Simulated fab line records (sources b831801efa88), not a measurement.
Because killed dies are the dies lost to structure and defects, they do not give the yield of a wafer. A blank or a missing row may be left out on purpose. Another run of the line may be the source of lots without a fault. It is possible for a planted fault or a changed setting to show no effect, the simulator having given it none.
2 desks looking at one fault | flow sky130 | numbers are kept per desk, each desk with only its own; the story behind them comes last

== TOOL OWNER'S DESK, litho_track-02 ==
Per lot that ran on this tool, the mean of the sampled wafers carrying a number, from the tool's own readings at SKY_FIELD_ISO_SOFTBAKE_09 (time 90 s). Marked OUT: a lot whose mean sits more than 4 standard deviations from the usual mean, which makes it out of limits; the brackets give that distance.
Columns: A = chill_plate_temp_C at SKY_FIELD_ISO_SOFTBAKE_09, usual 22.98 C; B = heater_power_total_W at SKY_FIELD_ISO_SOFTBAKE_09, usual 57.36 W; C = plate_temp_C at SKY_FIELD_ISO_SOFTBAKE_09, usual 100.01 C
lot  | first seen here | A     | B               | C
L427 | day 2 18:00     | 22.87 | 57.37           | 100.08
L429 | day 3 04:00     | 22.85 | 57.34           | 100.02
L434 | day 4 05:00     | 23.04 | 57.27           | 99.97
L442 | day 5 21:00     | 23.03 | 55.96 (-12) OUT | 98.08 (-15) OUT
L444 | day 6 12:00     | 22.93 | 55.92 (-12) OUT | 98.22 (-14) OUT
This desk's finding: out of limits on L442, L444; first on L442, day 5 21:00 (heater_power_total_W at SKY_FIELD_ISO_SOFTBAKE_09). Within limits: L427, L429, L434.

== AT THE METROLOGY DESK ==
Lot by lot, what the gauges showed, no matter which tool ran the lot: averages of those sampled wafers that carry a number. Marked OUT: a lot whose mean sits more than 4 standard deviations from the usual mean, which makes it out of limits; the brackets give that distance.
Columns: A = PWDE_OVL at SKY_PWDE_OVL_MEAS_07, usual -0.1 nm
lot  | first seen here | A
L425 | day 4 05:37     | 0.0
L427 | day 4 18:21     | -0.1
L428 | day 5 01:19     | -0.2
L429 | day 5 04:58     | 0.1
L430 | day 5 11:19     | -0.2
L431 | day 5 16:28     | 0.9
L432 | day 5 23:28     | -1.0
L434 | day 6 09:14     | 0.2
L442 | day 8 09:34     | -0.5
L444 | day 8 21:49     | 0.0
L445 | day 9 01:34     | -1.7
L446 | day 9 07:22     | -0.4
Result from this desk: across the 12 lots, nothing is out of limits.

== BROUGHT TOGETHER ==
The tool owner's desk had the chance to raise an alarm at day 5 21:00 on L442, L444.
Nothing out of limits was seen by the metrology desk.
The metrology desk has L442, L444 on record, within its limits.
All the named lots went through SKY_FIELD_ISO_SOFTBAKE_09 on litho_track-02.

== WHAT THE SIMULATOR PUT IN ==
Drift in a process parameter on litho_track-02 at SKY_FIELD_ISO_SOFTBAKE_09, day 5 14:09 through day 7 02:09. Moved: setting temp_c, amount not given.
Lots struck among those shown: L442, L444.
Hours from the fault's start to each desk's first reading out of limits: the tool owner's desk, 7.
